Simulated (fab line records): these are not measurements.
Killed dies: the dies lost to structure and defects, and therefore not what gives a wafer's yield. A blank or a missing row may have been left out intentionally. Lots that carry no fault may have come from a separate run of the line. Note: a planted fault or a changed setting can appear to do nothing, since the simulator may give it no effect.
What tool caused it? || flow gf180mcu || Sampling: 13 lots, 39 wafers, 4 of 602 route steps

WHAT EACH GAUGE READ, for each wafer
GF_M4_OVL_MEAS_15. Usual: for M4_OVL the level is -1 nm and the standard deviation is 6.5.
{"lot": "L227", "measured": "day 23 18:49", "on": "overlay-02", "M4_OVL (nm)": "-3 -1 1", "flag": ""}
{"lot": "L228", "measured": "day 24 03:23", "on": "overlay-01", "M4_OVL (nm)": "-5 -7 1", "flag": ""}
{"lot": "L229", "measured": "day 24 11:33", "on": "overlay-02", "M4_OVL (nm)": "3 2 6", "flag": ""}
{"lot": "L230", "measured": "day 24 11:55", "on": "overlay-02", "M4_OVL (nm)": "2 3 11", "flag": ""}
{"lot": "L231", "measured": "day 25 04:43", "on": "overlay-01", "M4_OVL (nm)": "6 5 5", "flag": ""}
{"lot": "L232", "measured": "day 25 07:47", "on": "overlay-01", "M4_OVL (nm)": "-4 -7 -11", "flag": ""}
{"lot": "L233", "measured": "day 25 18:58", "on": "overlay-02", "M4_OVL (nm)": "5 3 6", "flag": ""}
{"lot": "L236", "measured": "day 26 11:10", "on": "overlay-01", "M4_OVL (nm)": "-2 1 -1", "flag": ""}
{"lot": "L237", "measured": "day 26 23:30", "on": "overlay-01", "M4_OVL (nm)": "-4 -6 -5", "flag": ""}
{"lot": "L238", "measured": "day 27 03:52", "on": "overlay-01", "M4_OVL (nm)": "7 3 0", "flag": ""}
{"lot": "L241", "measured": "day 28 04:15", "on": "overlay-01", "M4_OVL (nm)": "-15 -15 -3", "flag": ""}
{"lot": "L245", "measured": "day 29 07:01", "on": "overlay-02", "M4_OVL (nm)": "-15 -10 -7", "flag": ""}
{"lot": "L250", "measured": "day 30 20:03", "on": "overlay-02", "M4_OVL (nm)": "10 7 7", "flag": ""}

TOOL THAT RAN EACH LOT (tool first, then ch and the chambers of the sampled wafers, then the start)
{"lot": "L227", "GF_STI_ETCH_14": "rieSi-01 ch 0,1,2, day 2 03:35", "GF_V3_STRIP_18": "plasmaAsher-03 ch 0,1, day 22 18:20", "GF_M4_SPUTTER_01": "pvdSputter-01, day 22 19:41"}
{"lot": "L228", "GF_STI_ETCH_14": "rieSi-02 ch 0,1,2, day 2 07:28", "GF_V3_STRIP_18": "plasmaAsher-03 ch 0,1, day 23 03:43", "GF_M4_SPUTTER_01": "pvdSputter-04, day 23 05:02"}
{"lot": "L229", "GF_STI_ETCH_14": "rieSi-02 ch 0,2, day 2 11:49", "GF_V3_STRIP_18": "plasmaAsher-01 ch 0,1, day 23 11:41", "GF_M4_SPUTTER_01": "pvdSputter-01, day 23 13:01"}
{"lot": "L230", "GF_STI_ETCH_14": "rieSi-02 ch 0,1,2, day 2 17:19", "GF_V3_STRIP_18": "plasmaAsher-01 ch 0,1, day 23 12:44", "GF_M4_SPUTTER_01": "pvdSputter-04, day 23 14:04"}
{"lot": "L231", "GF_STI_ETCH_14": "rieSi-02 ch 0,1,3, day 2 22:11", "GF_V3_STRIP_18": "plasmaAsher-01 ch 0,1, day 24 05:03", "GF_M4_SPUTTER_01": "pvdSputter-02, day 24 06:21"}
{"lot": "L232", "GF_STI_ETCH_14": "rieSi-01 ch 1,2,3, day 3 04:10", "GF_V3_STRIP_18": "plasmaAsher-03 ch 0, day 24 08:23", "GF_M4_SPUTTER_01": "pvdSputter-01, day 24 09:44"}
{"lot": "L233", "GF_STI_ETCH_14": "rieSi-01 ch 0,1, day 3 08:35", "GF_V3_STRIP_18": "plasmaAsher-02 ch 0,1, day 24 19:57", "GF_M4_SPUTTER_01": "pvdSputter-01, day 24 21:15"}
{"lot": "L236", "GF_STI_ETCH_14": "rieSi-02 ch 1,2,3, day 3 23:52", "GF_V3_STRIP_18": "plasmaAsher-02 ch 0,1, day 25 12:13", "GF_M4_SPUTTER_01": "pvdSputter-01, day 25 13:43"}
{"lot": "L237", "GF_STI_ETCH_14": "rieSi-01 ch 0,2,3, day 4 04:56", "GF_V3_STRIP_18": "plasmaAsher-02 ch 0,1, day 26 00:53", "GF_M4_SPUTTER_01": "pvdSputter-04, day 26 02:32"}
{"lot": "L238", "GF_STI_ETCH_14": "rieSi-02 ch 0,3, day 4 10:14", "GF_V3_STRIP_18": "plasmaAsher-01 ch 0,1, day 26 04:53", "GF_M4_SPUTTER_01": "pvdSputter-02, day 26 07:04"}
{"lot": "L241", "GF_STI_ETCH_14": "rieSi-02 ch 0,2,3, day 5 01:40", "GF_V3_STRIP_18": "plasmaAsher-02 ch 0,1, day 27 06:44", "GF_M4_SPUTTER_01": "pvdSputter-04, day 27 08:07"}
{"lot": "L245", "GF_STI_ETCH_14": "rieSi-01 ch 1,2,3, day 5 22:49", "GF_V3_STRIP_18": "plasmaAsher-02 ch 0,1, day 28 10:23", "GF_M4_SPUTTER_01": "pvdSputter-04, day 28 11:44"}
{"lot": "L250", "GF_STI_ETCH_14": "rieSi-02 ch 0,1,2, day 6 23:38", "GF_V3_STRIP_18": "plasmaAsher-01 ch 0,1, day 29 23:56", "GF_M4_SPUTTER_01": "pvdSputter-01, day 30 01:19"}
- GF_STI_ETCH_14: etches Si in HBr/Cl2/O2, target depth 360 nm, time 102.9 s.
- GF_V3_STRIP_18: strips in O2/N2.
- GF_M4_SPUTTER_01: material TiN, target thk 30 nm, time 25 s.

AS READ BY THE TOOLS THEMSELVES (means over the sampled wafers that have a number; for cases with no such wafer, the mark the record gives instead)
GF_STI_ETCH_14. Usual: chamberPressureMTorr 14.999 mTorr, standard deviation 0.014; drypumpMotorCurrentA 5.8 A, standard deviation 0.31; oesProductAu 1.000 a.u., standard deviation 0.012; runLengthS 131.2 s, standard deviation 0.4; throttleValvePct 25.657 %, standard deviation 0.01.
{"lot": "L227", "tool": "rieSi-01", "chamberPressureMTorr (mTorr)": 15.006, "drypumpMotorCurrentA (A)": 5.9, "oesProductAu (a.u.)": 1.001, "runLengthS (s)": 130.9, "throttleValvePct (%)": 25.659, "flag": ""}
{"lot": "L228", "tool": "rieSi-02", "chamberPressureMTorr (mTorr)": 14.996, "drypumpMotorCurrentA (A)": 5.5, "oesProductAu (a.u.)": 0.993, "runLengthS (s)": 131.3, "throttleValvePct (%)": 25.666, "flag": ""}
{"lot": "L229", "tool": "rieSi-02", "chamberPressureMTorr (mTorr)": 14.997, "drypumpMotorCurrentA (A)": 5.7, "oesProductAu (a.u.)": 0.993, "runLengthS (s)": 131.3, "throttleValvePct (%)": 25.656, "flag": ""}
{"lot": "L230", "tool": "rieSi-02", "chamberPressureMTorr (mTorr)": 15.007, "drypumpMotorCurrentA (A)": 5.5, "oesProductAu (a.u.)": 0.993, "runLengthS (s)": 131.2, "throttleValvePct (%)": 25.658, "flag": ""}
{"lot": "L231", "tool": "rieSi-02", "chamberPressureMTorr (mTorr)": 15.007, "drypumpMotorCurrentA (A)": 5.6, "oesProductAu (a.u.)": 1.005, "runLengthS (s)": 131.1, "throttleValvePct (%)": 25.657, "flag": ""}
{"lot": "L232", "tool": "rieSi-01", "chamberPressureMTorr (mTorr)": 14.989, "drypumpMotorCurrentA (A)": 5.9, "oesProductAu (a.u.)": 1.014, "runLengthS (s)": 131.2, "throttleValvePct (%)": 25.652, "flag": ""}
{"lot": "L233", "tool": "rieSi-01", "chamberPressureMTorr (mTorr)": 14.986, "drypumpMotorCurrentA (A)": 5.7, "oesProductAu (a.u.)": 1.006, "runLengthS (s)": 130.9, "throttleValvePct (%)": 25.656, "flag": ""}
{"lot": "L236", "tool": "rieSi-02", "chamberPressureMTorr (mTorr)": 15.004, "drypumpMotorCurrentA (A)": 5.7, "oesProductAu (a.u.)": 0.994, "runLengthS (s)": 130.9, "throttleValvePct (%)": 25.660, "flag": ""}
{"lot": "L237", "tool": "rieSi-01", "chamberPressureMTorr (mTorr)": 14.999, "drypumpMotorCurrentA (A)": 6.1, "oesProductAu (a.u.)": 1.000, "runLengthS (s)": 131.3, "throttleValvePct (%)": 25.656, "flag": ""}
{"lot": "L238", "tool": "rieSi-02", "chamberPressureMTorr (mTorr)": 14.989, "drypumpMotorCurrentA (A)": 5.7, "oesProductAu (a.u.)": 1.002, "runLengthS (s)": 131.4, "throttleValvePct (%)": 25.648, "flag": ""}
{"lot": "L241", "tool": "rieSi-02", "chamberPressureMTorr (mTorr)": 15.001, "drypumpMotorCurrentA (A)": 5.7, "oesProductAu (a.u.)": 1.003, "runLengthS (s)": 131.7, "throttleValvePct (%)": 25.652, "flag": ""}
{"lot": "L245", "tool": "rieSi-01", "chamberPressureMTorr (mTorr)": 15.001, "drypumpMotorCurrentA (A)": 5.9, "oesProductAu (a.u.)": 1.009, "runLengthS (s)": 127.9, "throttleValvePct (%)": 25.658, "flag": "OFF"}
{"lot": "L250", "tool": "rieSi-02", "chamberPressureMTorr (mTorr)": 15.002, "drypumpMotorCurrentA (A)": 5.5, "oesProductAu (a.u.)": 0.999, "runLengthS (s)": 131.1, "throttleValvePct (%)": 25.661, "flag": ""}

GF_V3_STRIP_18. Usual: chamberPressureMTorr 1499.9 mTorr, standard deviation 1.2; drypumpMotorCurrentA 5.8 A, standard deviation 0.36; heaterPowerW 340 W, standard deviation 26; n2FlowSccm 300.2 sccm, standard deviation 0.89; oesProductAu 0.593 a.u., standard deviation 0.0051.
{"lot": "L227", "tool": "plasmaAsher-03", "chamberPressureMTorr (mTorr)": 1499.7, "drypumpMotorCurrentA (A)": 5.7, "heaterPowerW (W)": 324, "n2FlowSccm (sccm)": 300.7, "oesProductAu (a.u.)": 0.585, "flag": ""}
{"lot": "L228", "tool": "plasmaAsher-03", "chamberPressureMTorr (mTorr)": 1501.3, "drypumpMotorCurrentA (A)": 5.7, "heaterPowerW (W)": 335, "n2FlowSccm (sccm)": 299.3, "oesProductAu (a.u.)": 0.595, "flag": ""}
{"lot": "L229", "tool": "plasmaAsher-01", "chamberPressureMTorr (mTorr)": 1499.3, "drypumpMotorCurrentA (A)": 6.3, "heaterPowerW (W)": 345, "n2FlowSccm (sccm)": 300.0, "oesProductAu (a.u.)": 0.593, "flag": ""}
{"lot": "L230", "tool": "plasmaAsher-01", "chamberPressureMTorr (mTorr)": 1500.0, "drypumpMotorCurrentA (A)": 6.3, "heaterPowerW (W)": 337, "n2FlowSccm (sccm)": 301.4, "oesProductAu (a.u.)": 0.590, "flag": ""}
{"lot": "L231", "tool": "plasmaAsher-01", "chamberPressureMTorr (mTorr)": 1498.0, "drypumpMotorCurrentA (A)": 6.3, "heaterPowerW (W)": 347, "n2FlowSccm (sccm)": 301.2, "oesProductAu (a.u.)": 0.589, "flag": ""}
{"lot": "L232", "tool": "plasmaAsher-03", "chamberPressureMTorr (mTorr)": 1499.7, "drypumpMotorCurrentA (A)": 5.8, "heaterPowerW (W)": 322, "n2FlowSccm (sccm)": 300.3, "oesProductAu (a.u.)": 0.590, "flag": ""}
{"lot": "L233", "tool": "plasmaAsher-02", "chamberPressureMTorr (mTorr)": 1500.8, "drypumpMotorCurrentA (A)": 5.5, "heaterPowerW (W)": 365, "n2FlowSccm (sccm)": 299.6, "oesProductAu (a.u.)": 0.590, "flag": ""}
{"lot": "L236", "tool": "plasmaAsher-02", "chamberPressureMTorr (mTorr)": 1500.2, "drypumpMotorCurrentA (A)": 5.6, "heaterPowerW (W)": 340, "n2FlowSccm (sccm)": 300.1, "oesProductAu (a.u.)": 0.590, "flag": ""}
{"lot": "L237", "tool": "plasmaAsher-02", "chamberPressureMTorr (mTorr)": 1499.5, "drypumpMotorCurrentA (A)": 5.6, "heaterPowerW (W)": 370, "n2FlowSccm (sccm)": 300.2, "oesProductAu (a.u.)": 0.593, "flag": ""}
{"lot": "L238", "tool": "plasmaAsher-01", "chamberPressureMTorr (mTorr)": 1500.0, "drypumpMotorCurrentA (A)": 6.3, "heaterPowerW (W)": 346, "n2FlowSccm (sccm)": 299.8, "oesProductAu (a.u.)": 0.595, "flag": ""}
{"lot": "L241", "tool": "plasmaAsher-02", "chamberPressureMTorr (mTorr)": 1499.1, "drypumpMotorCurrentA (A)": 5.6, "heaterPowerW (W)": 362, "n2FlowSccm (sccm)": 299.1, "oesProductAu (a.u.)": 0.591, "flag": ""}
{"lot": "L245", "tool": "plasmaAsher-02", "chamberPressureMTorr (mTorr)": 1500.2, "drypumpMotorCurrentA (A)": 5.6, "heaterPowerW (W)": 349, "n2FlowSccm (sccm)": 299.7, "oesProductAu (a.u.)": 0.596, "flag": ""}
{"lot": "L250", "tool": "plasmaAsher-01", "chamberPressureMTorr (mTorr)": 1500.0, "drypumpMotorCurrentA (A)": 6.0, "heaterPowerW (W)": 328, "n2FlowSccm (sccm)": 300.1, "oesProductAu (a.u.)": 0.594, "flag": ""}

GF_M4_SPUTTER_01. Usual: throttleValvePct reads 30.2 % (standard deviation 0.98).
{"lot": "L227", "tool": "pvdSputter-01", "throttleValvePct (%)": 30.4, "flag": ""}
{"lot": "L228", "tool": "pvdSputter-04", "throttleValvePct (%)": 30.2, "flag": ""}
{"lot": "L229", "tool": "pvdSputter-01", "throttleValvePct (%)": 29.4, "flag": ""}
{"lot": "L230", "tool": "pvdSputter-04", "throttleValvePct (%)": 30.2, "flag": ""}
{"lot": "L231", "tool": "pvdSputter-02", "throttleValvePct (%)": 29.8, "flag": ""}
{"lot": "L232", "tool": "pvdSputter-01", "throttleValvePct (%)": 28.5, "flag": ""}
{"lot": "L233", "tool": "pvdSputter-01", "throttleValvePct (%)": 29.8, "flag": ""}
{"lot": "L236", "tool": "pvdSputter-01", "throttleValvePct (%)": 28.6, "flag": ""}
{"lot": "L237", "tool": "pvdSputter-04", "throttleValvePct (%)": 30.0, "flag": ""}
{"lot": "L238", "tool": "pvdSputter-02", "throttleValvePct (%)": 29.8, "flag": ""}
{"lot": "L241", "tool": "pvdSputter-04", "throttleValvePct (%)": 30.7, "flag": ""}
{"lot": "L245", "tool": "pvdSputter-04", "throttleValvePct (%)": 30.4, "flag": ""}
{"lot": "L250", "tool": "pvdSputter-01", "throttleValvePct (%)": 29.8, "flag": ""}

THE ANSWER, worked out from the rows above alone
Rule: lot off if the mean of its wafers having a number is beyond 3 standard deviations from the usual mean. A lot without any number at a reading at which 4 lots or more have one is off too. All remaining lots with rows at the step are treated as sound. The gauges are gone through in route order, then the tools' own readings, and for those a lot's mean is taken as printed above. At the first step where some lot is off, the reading lying furthest off is the one used; lots without a number count as furthest.
Off, at GF_STI_ETCH_14 on runLengthS: L245.
A tool fits if, at that step or a process step before it, it ran every lot that is off, and no sound lot after the first of them. One fits: rieSi-01 at GF_STI_ETCH_14. Its last sound lot is L237 (day 4 04:56), its first lot that is off L245 (day 5 22:49): a fault that began between those two fits.
On the lots that are off, the tool's own readings at GF_STI_ETCH_14 differ by more than 5 times the standard deviation of the sound lots' means, which bears it out; runLengthS reads 127.9 s there versus 131.2 s on the sound lots.

WHAT HAD BEEN PUT IN BY THE SIMULATOR
rieSi-01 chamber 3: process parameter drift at GF_STI_ETCH_14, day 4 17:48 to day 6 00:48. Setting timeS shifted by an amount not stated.
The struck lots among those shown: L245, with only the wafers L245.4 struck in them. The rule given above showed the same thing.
